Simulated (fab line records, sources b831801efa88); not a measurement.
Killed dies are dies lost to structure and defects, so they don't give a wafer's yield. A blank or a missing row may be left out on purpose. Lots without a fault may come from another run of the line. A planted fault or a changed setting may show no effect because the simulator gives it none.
A struck lot beside a sound one | flow gf180mcu | 29 steps out of a route of 602
Sound: wafers L617.3, L617.4, L617.6. Struck: wafer L631.2. (L631.4 of the same lot was not struck and is left out.) The cause comes at the end.
At each step with rows: each side's tool, then ch and its chambers, then its first start. Under that, the readings that differ: sound wafers | struck wafers | difference of the means | sigmas: that difference in standard deviations of wafers without a fault.
alike: readings whose means differ by less than 2 such deviations, and words and numbers that are the same on both sides. not compared: withheld readings, readings that some wafer has no value for, bounds like >300 that may hide the same value, and numbers for which the record gives no deviation and whose values overlap.
The two part at a step that has a row with sigmas, a row that says differs or no value, or rows on one side only. Numbers that don't overlap but have no deviation are shown without sigmas and don't part them. A reading that every wafer of one side lacks parts them only if that side has two wafers or more.

first, 5 steps without rows for these wafers: GF_V3_ETCH_17 (etches SiO2 in C4F8/O2/Ar, stops on TiN, target depth 635 nm); GF_V3_STRIP_18 (strips in O2/N2); GF_V3_STRIP_19 (strips in post etch residue remover, time 1200 s); GF_V3_CLEAN_20 (cleans in DIW); GF_V3_SPUTTER_21 (material Ti, target thk 15 nm, time 80.02 s).
GF_V3_SPUTTER_22: material TiN, target thk 10 nm, time 40 s.
  sound on pvd_sputter-02, day 22 10:22; struck on pvd_sputter-04, day 27 02:28
  alike: throttle_valve_pct
then, 1 step without rows for these wafers: GF_V3_CVD_23 (deposits W, target thk 350 nm, time 104.9 s).
GF_V3_RS_MEAS_24: measures by four-point-probe.
  sound on film_metro-02, day 22 10:33; struck on film_metro-04, day 27 02:38
  alike: V3_W_RS
GF_V3_THK_MEAS_25: measures by xrf.
  sound on film_metro-02, day 22 10:39; struck on film_metro-04, day 27 02:44
  alike: V3_W_THK
GF_V3_CMP_26: polishes, stops on SiO2, t overpolish 15 s, target thk 0 nm.
  sound on cmp-01 ch 2,3, day 22 10:41; struck on cmp-01 ch 3, day 27 02:53
  alike: motor_current_A, overpolish_run_s, time_to_endpoint_s
then, 2 steps without rows for these wafers: GF_M4_SPUTTER_00 (material Ti, target thk 37.5 nm, time 150 s); GF_M4_SPUTTER_01 (material TiN, target thk 30 nm, time 25 s).
GF_M4_SPUTTER_02: material AlCu, target thk 450 nm, time 23.9 s.
  sound on pvd_sputter-01, day 22 11:07; struck on pvd_sputter-03, day 27 03:13
  reading                                 | sound             | struck | difference | sigmas
  throttle_valve_pct (%)                  | 27.6 30.1 28.7    | 31.3   | +2.5       | +2
  model.AlCu_of_M4_SPUTTER_02.thk_nm (nm) | 444.5 444.7 441.4 | 368.1  | -75.4      |
GF_M4_SPUTTER_03: material Ti, target thk 10 nm, time 6.7 s.
  sound on pvd_sputter-01, day 22 11:09; struck on pvd_sputter-03, day 27 03:15
  reading                | sound          | struck | difference | sigmas
  throttle_valve_pct (%) | 27.8 30.6 28.9 | 31.2   | +2.1       | +2
GF_M4_SPUTTER_04: material TiN, target thk 50 nm, time 41.7 s.
  sound on pvd_sputter-01, day 22 11:10; struck on pvd_sputter-03, day 27 03:16
  reading                | sound          | struck | difference | sigmas
  throttle_valve_pct (%) | 27.7 30.3 28.6 | 31.5   | +2.6       | +3
GF_M4_RS_MEAS_05: measures by four-point-probe.
  sound on film_metro-03, day 22 11:15; struck on film_metro-03, day 27 03:20
  reading             | sound                | struck | difference | sigmas
  M4_ALCU_RS (ohm/sq) | 0.0705 0.0704 0.0710 | 0.0851 | +0.0145    | +16
GF_M4_THK_MEAS_06: measures by xrf.
  sound on film_metro-03, day 22 11:21; struck on film_metro-03, day 27 03:26
  reading          | sound       | struck | difference | sigmas
  M4_ALCU_THK (nm) | 446 448 441 | 365    | -80        | -11
then, 7 steps without rows for these wafers: GF_M4_DEHYDRATE_07 (time 60 s); GF_M4_HMDS_08 (prime time 60 s); GF_M4_COAT_09 (resist thk 1000 nm); GF_M4_SOFTBAKE_10 (time 60 s); GF_M4_EXPOSE_11 (exposes mask Metal4, target cd 280 nm); GF_M4_PEB_12 (peb time 90 s); GF_M4_DEVELOP_13 (develop time 60 s).
GF_M4_CD_MEAS_14: target cd 280 nm.
  sound on cd_sem-01, day 23 09:45; struck on cd_sem-02, day 28 00:02
  reading    | sound             | struck | difference | sigmas
  cd_nm (nm) | 281.4 281.6 280.8 | 277.5  | -3.8       | -3
GF_M4_OVL_MEAS_15:
  sound on overlay-01, day 23 09:50; struck on overlay-01, day 28 00:08
  alike: M4_OVL
GF_M4_METAL_ETCH_16: etches the open film in Cl2/BCl3, stops on SiO2, target depth 627.5 nm, time 104.6 s.
  sound on rie_metal-03 ch 0,1, day 23 09:54; struck on rie_metal-04 ch 0, day 28 00:10
  reading                | sound                | struck | difference                   | sigmas
  oes_product_au (a.u.)  | 0.968 0.970 0.961    | 0.897  | -0.069                       | -9
  rf_hours_counter_h (h) | - - -                | 1      | no value on the sound wafers |
  throttle_valve_pct (%) | 28.238 28.262 28.250 | 28.338 | +0.088                       | +8
  alike: drypump_motor_current_A, he_backside_leak_sccm
GF_M4_STRIP_17: strips in O2/N2.
  sound on plasma_asher-02 ch 0,1, day 23 10:01; struck on plasma_asher-02 ch 0, day 28 00:19
  reading                | sound | struck | difference                   | sigmas
  rf_hours_counter_h (h) | - - - | 55     | no value on the sound wafers |
  alike: drypump_motor_current_A, heater_power_w, oes_product_au, strip_time_to_endpoint_s
-- the record jumps here: 5 days lie between the struck wafers' starts before and after (it left off in module M4 and takes up again in module PASSIVATION, whose first step shown is number 602 of the route) --
GF_PASSIVATION_PROBE_99:
  sound on prober-01, day 28 23:17; struck on prober-01, day 32 20:29
  reading                      | sound                   | struck  | difference | sigmas
  model.etest.met4.line_ohm_um | 0.2557 0.2605 0.262     | 0.3117  | +0.0523    |
  model.etest.met4.rs_ohm_sq   | 0.07263 0.07283 0.07342 | 0.08814 | +0.01518   |

WHERE THEY PART
First at GF_M4_SPUTTER_02; last, within this record, at GF_M4_STRIP_17.

WHY: what the simulator had put in
Process parameter drift: pvd_sputter-03, from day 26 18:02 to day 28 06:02, at GF_M4_SPUTTER_02. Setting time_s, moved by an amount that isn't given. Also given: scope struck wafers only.
